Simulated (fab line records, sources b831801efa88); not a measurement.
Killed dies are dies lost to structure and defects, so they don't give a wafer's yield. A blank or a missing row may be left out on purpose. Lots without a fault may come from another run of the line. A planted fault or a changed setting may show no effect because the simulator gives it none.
Which tool did it? | flow sky130 | 15 lots, 45 wafers sampled, at 2 steps of a route of 708

WHAT THE GAUGES READ, wafer by wafer
SKY_LI_CONTACT_THK_MEAS_23: measures by xrf. Usual: LI_CONTACT_W_THK 409 nm, standard deviation 6.6.
lot  | measured     | on            | LI_CONTACT_W_THK (nm) | flag
L720 | day 29 15:10 | film_metro-03 | 398 391 399           |
L722 | day 30 05:53 | film_metro-03 | 405 415 404           |
L723 | day 30 09:43 | film_metro-01 | 413 418 418           |
L724 | day 30 16:10 | film_metro-03 | 404 412 408           |
L727 | day 32 03:12 | film_metro-03 | 405 400 402           |
L728 | day 32 04:39 | film_metro-02 | 411 406 404           |
L729 | day 32 10:59 | film_metro-02 | 417 412 428           |
L733 | day 34 02:35 | film_metro-02 | 419 417 422           |
L735 | day 34 15:40 | film_metro-03 | 407 405 414           |
L736 | day 34 22:10 | film_metro-03 | 412 407 403           |
L737 | day 35 03:59 | film_metro-02 | 402 401 412           |
L738 | day 35 12:28 | film_metro-03 | 414 410 400           |
L739 | day 35 13:58 | film_metro-03 | 413 402 404           |
L741 | day 36 10:56 | film_metro-03 | 400 402 401           |
L743 | day 36 22:34 | film_metro-03 | 401 403 405           |

WHICH TOOL RAN EACH LOT (tool, then ch and the chambers of the sampled wafers, then the start)
lot  | SKY_SD_N_EXPOSE_04
L720 | iline_stepper-01 ch 0, day 27 16:44
L722 | iline_stepper-02 ch 0, day 28 08:49
L723 | iline_stepper-01 ch 0, day 28 12:20
L724 | iline_stepper-01 ch 0, day 28 19:04
L727 | iline_stepper-02, day 30 06:04
L728 | iline_stepper-02, day 30 08:44
L729 | iline_stepper-02, day 30 15:47
L733 | iline_stepper-01 ch 0, day 32 07:19
L735 | iline_stepper-02 ch 0, day 32 20:46
L736 | iline_stepper-02 ch 0, day 33 03:55
L737 | iline_stepper-02 ch 0, day 33 10:04
L738 | iline_stepper-01 ch 0, day 33 18:32
L739 | iline_stepper-01 ch 0, day 33 19:41
L741 | iline_stepper-02 ch 0, day 34 16:31
L743 | iline_stepper-02 ch 0, day 35 04:34
- SKY_SD_N_EXPOSE_04: exposes mask NSDM, target cd 380 nm.

WHAT THE TOOLS THEMSELVES READ (means of the sampled wafers that have a number; where no wafer has one, the mark that the record gives instead)
SKY_SD_N_EXPOSE_04. Usual: exposure_dose_mJ_cm2 141.02, standard deviation 0.14; focus_offset_nm -0.1 nm, standard deviation 0.51.
lot  | tool             | exposure_dose_mJ_cm2 | focus_offset_nm (nm) | flag
L720 | iline_stepper-01 | 141.04               | -0.5                 |
L722 | iline_stepper-02 | 141.23               | -0.8                 |
L723 | iline_stepper-01 | 141.06               | 0.1                  |
L724 | iline_stepper-01 | 140.88               | -0.3                 |
L727 | iline_stepper-02 | -                    | -                    | OFF
L728 | iline_stepper-02 | -                    | -                    | OFF
L729 | iline_stepper-02 | -                    | -                    | OFF
L733 | iline_stepper-01 | 140.94               | -0.4                 |
L735 | iline_stepper-02 | 141.06               | -0.1                 |
L736 | iline_stepper-02 | 140.91               | -0.4                 |
L737 | iline_stepper-02 | 140.94               | -0.5                 |
L738 | iline_stepper-01 | 140.92               | -0.2                 |
L739 | iline_stepper-01 | 141.15               | -0.4                 |
L741 | iline_stepper-02 | 140.96               | -0.2                 |
L743 | iline_stepper-02 | 140.94               | -0.1                 |

THE ANSWER, worked out from the rows above alone
Rule: a lot is off if the mean of its wafers that have a number lies more than 3 standard deviations from the usual mean. A lot without any number at a reading at which 4 lots or more have one is off too. The other lots that the step has rows for count as sound. The gauges are gone through in route order, then the tools' own readings, and for those a lot's mean is taken as printed above. The first step at which some lot is off is used, and at that step the reading that is off furthest; a lot without a number counts as furthest.
Off: L727, L728, L729, at SKY_SD_N_EXPOSE_04 (exposure_dose_mJ_cm2). Without a number there: L727, L728, L729.
A tool fits if, at that step or a process step before it, it ran every lot that is off, and no sound lot after the first of them. None of those tried fits.

WHAT THE SIMULATOR HAD PUT IN
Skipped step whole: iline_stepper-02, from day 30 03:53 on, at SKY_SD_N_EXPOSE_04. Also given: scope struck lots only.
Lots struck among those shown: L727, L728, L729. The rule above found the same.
